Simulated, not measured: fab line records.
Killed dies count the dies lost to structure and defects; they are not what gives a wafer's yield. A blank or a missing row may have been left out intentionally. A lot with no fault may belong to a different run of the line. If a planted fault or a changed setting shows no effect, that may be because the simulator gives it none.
Chamber matching -- flow gf180mcu -- GF_V5_CVD_02 on pecvd-03 has 3 sister chambers
The step deposits SiO2 from TEOS, target thk 1450 nm, time 163.28 s. 14 wafers are shown with their chamber, then 7 later ones without.

WAFERS, EACH WITH ITS CHAMBER
wafer,chamber,heater power w (W)
L078.2,1,877
L078.3,2,655
L078.4,1,735
L079.3,2,589
L079.4,2,651
L079.5,0,701
L081.1,2,628
L081.2,1,742
L081.3,0,702
L081.4,1,871
L081.5,0,571
L081.6,2,668
L088.2,1,814
L088.3,1,870

SIGNATURES (means of the wafers above)
reading,chamber 0,chamber 1,chamber 2,scatter within a chamber
heater power w,658.00,818.17,638.20,57.9
Rule: for each reading, subtract the chamber's mean from the wafer's reading, divide by that reading's scatter and square the result; add these up over the readings and take the root, which gives the wafer's distance from the chamber. The wafer belongs to the nearest chamber; if the next one is less than 2 further off, it can't be placed. The scatter: the root of (the sum of the squares of (reading less its chamber's mean) over the shown wafers, divided by (wafers less chambers)).

WAFERS WITHOUT THEIR CHAMBER
wafer,heater power w (W)
L088.5,749
L089.2,878
L089.3,555
L089.4,751
L096.1,652
L096.2,853
L096.4,742

EACH ONE'S CHAMBER
wafer,from the rows above,in truth
L088.5,can't be placed: 1 or 0 or 2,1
L089.2,1,1
L089.3,can't be placed: 2 or 0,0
L089.4,can't be placed: 1 or 0 or 2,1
L096.1,can't be placed: 0 or 2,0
L096.2,1,1
L096.4,can't be placed: 1 or 0 or 2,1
Correct placement for 2 of the 7. Can't be placed from these rows: 5 (the true chamber is among the candidates in 5). Wrongly placed: 0.
